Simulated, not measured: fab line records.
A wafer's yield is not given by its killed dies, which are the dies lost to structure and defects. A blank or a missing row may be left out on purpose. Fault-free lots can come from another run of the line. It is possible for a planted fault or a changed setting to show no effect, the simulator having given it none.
What tool caused it?    flow sfqLine    21 wafers sampled from 7 lots at 1 step of a route of 325

== WHAT THE GAUGES READ, wafer by wafer ==
SFQ_I1_BOW_MEAS_912.
lot   measured      on            I1_BOW (um)
L962  day 18 15:06  filmMetro-04  10 -9 8
L964  day 19 09:04  filmMetro-03  7 5 11
L966  day 20 05:18  filmMetro-03  3 8 -2
L968  day 20 14:17  filmMetro-04  -7 5 -7
L970  day 20 23:18  filmMetro-04  7 -3 3
L981  day 25 09:25  filmMetro-01  2 -6 5
L983  day 26 03:25  filmMetro-01  -7 0 7

== EACH LOT AND THE TOOL THAT RAN IT (in order: tool; ch and the chambers of the sampled wafers; start) ==
Before these readings, the record contains no process step.

== THE ANSWER, worked out from the rows above alone ==
Rule: the usual values come from the lots themselves. The widest of any qualifying gaps counts: lots, ordered by their means at a reading, are off when they make up no more than a third of the lots, leave a main group of 4 or more, and stand apart from it by 3 or more times the standard deviation of that group's means. The tables above print the reading to a certain number of digits; a main group whose means all agree to those digits is not used. A lot without any number at a reading at which 4 lots or more have one is off too. Where the step has rows for the other lots, those lots are counted as sound.
None of the lots is off at any reading shown; this tells nothing.

== WHAT WAS PUT IN BY THE SIMULATOR ==
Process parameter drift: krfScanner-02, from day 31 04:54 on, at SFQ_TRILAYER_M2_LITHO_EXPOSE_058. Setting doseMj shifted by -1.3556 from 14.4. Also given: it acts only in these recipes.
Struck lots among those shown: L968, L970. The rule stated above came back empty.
